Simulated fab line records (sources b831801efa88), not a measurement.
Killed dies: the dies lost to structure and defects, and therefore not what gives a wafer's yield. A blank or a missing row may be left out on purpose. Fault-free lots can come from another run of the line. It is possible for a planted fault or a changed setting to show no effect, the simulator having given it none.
Code-filled problem report in 8D (eight disciplines) form | flow gf180mcu | the parts of the form that need people (team, actions taken, sign-off) are left out

== 1. WHAT WENT WRONG ==
STI_OXIDATION_02_THK at GF_STI_THK_MEAS_30 reads a mean of 5.12 nm on 9 wafers of 3 lots; wafers without a fault read 10.05 nm with a standard deviation of 0.19. That is -26 standard deviations from the usual mean.
First seen on wafer L887.1, day 4 17:28, on film metro-03. The record holds 33 wafers of 11 lots with a number at this step. The rule behind "out" and "out of limits": a value lying over 4 standard deviations away from the usual mean. The rest of the wafers with a number are treated as sound.

== 2. WHAT IT IS, AND WHAT IT ISN'T ==
question                    | is                           | is not
which readings at this step | STI_OXIDATION_02_THK         | -
which lots                  | L887, L888, L892             | L876, L877, L878, L879, L882, L884, L886, L890
which wafers of those lots  | all that have a number       | -
read on which gauges        | film metro-01, film metro-03 | film metro-02
when                        | from day 4 17:28             | up to then (21 sound wafers); but 3 sound wafers of L890 came after

== 3. WHAT RULES OUT EACH SUSPECT ==
Counting: any tool at a process step up to the reading is kept as a suspect provided that every lot that is out went through it and no sound lot did after the first of them.
- the gauge at GF_STI_THK_MEAS_30 has been ruled out. 2 gauges (film metro-01, film metro-03) read the wafers that are out.
- furnace-01 at GF_STI_OXIDATION_29 (stabilise 600 s, purge 300 s, target thk 10 nm): kept. All lots that are out passed through it, beginning with L887 at day 4 16:04, and no sound lot followed; its final sound lot before that point was L886 at day 4 11:10. On those wafers its own readings are out: spike tc bottom C, spike tc centre C, spike tc lower C, spike tc top C, spike tc upper C, tube center temp C, tube_center_temp_C_max, zone power bottom pct, zone power top pct, zone power upper pct.
Remaining after the count: furnace-01 at GF_STI_OXIDATION_29.

== 4. THE CAUSE (what the simulator had put in) ==
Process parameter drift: furnace-01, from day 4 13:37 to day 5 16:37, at GF_STI_OXIDATION_29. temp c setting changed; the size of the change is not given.
Only this tool survived the counting.

== 5. THE CHAIN OF EFFECTS, in route order ==
Each row: a reading whose mean over the struck wafers that have a number lies more than 3 standard deviations from the usual. Only readings whose record carries a usual standard deviation are examined. hours: median over the lots of the time between each lot's start at the first step of this table that gives one and its start at this step. sigmas: the change, counted in usual standard deviations.
hours | step                | reading                | usual    | on struck wafers | change | sigmas
0     | GF_STI_OXIDATION_29 | spike tc bottom C      | 916.1 C  | 860.0            | -56.1  | -47
0     | GF_STI_OXIDATION_29 | spike tc centre C      | 901.4 C  | 845.6            | -55.8  | -51
0     | GF_STI_OXIDATION_29 | spike tc lower C       | 900.0 C  | 843.4            | -56.6  | -51
0     | GF_STI_OXIDATION_29 | spike tc top C         | 912.1 C  | 857.3            | -54.8  | -55
0     | GF_STI_OXIDATION_29 | spike tc upper C       | 899.7 C  | 842.1            | -57.6  | -34
0     | GF_STI_OXIDATION_29 | tube center temp C     | 900 C    | 844              | -56    | -99 or more
0     | GF_STI_OXIDATION_29 | tube_center_temp_C_max | 902.3    | 846.2            | -56.1  | -99 or more
0     | GF_STI_OXIDATION_29 | zone power bottom pct  | 34.7 %   | 30.1             | -4.6   | -9.7
0     | GF_STI_OXIDATION_29 | zone power top pct     | 35.9 %   | 31.7             | -4.2   | -6.5
0     | GF_STI_OXIDATION_29 | zone power upper pct   | 18.5 %   | 15.7             | -2.8   | -4.6
1     | GF_STI_THK_MEAS_30  | STI_OXIDATION_02_THK   | 10.05 nm | 5.12             | -4.93  | -26
Its process steps:
- GF_STI_OXIDATION_29: stabilise 600 s, purge 300 s, target thk 10 nm.

== 6. WHAT WOULD HAVE CAUGHT IT SOONER ==
In this record the first reading out of limits at a measuring or inspecting step was taken at day 4 17:28, 4 hours after the fault began at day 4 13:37.
Tool's own readings at GF_STI_OXIDATION_29, spike tc bottom C, spike tc centre C, spike tc lower C, spike tc top C, spike tc upper C, tube center temp C, tube_center_temp_C_max, zone power bottom pct, zone power top pct, zone power upper pct: out on all struck wafers the step has rows for; an alarm limit on them would have tripped on the first.
Lots out: 3; of these, L888, L892 started GF_STI_OXIDATION_29 on furnace-01 after day 4 17:28. A hold on the tool at that time would have spared those 2.
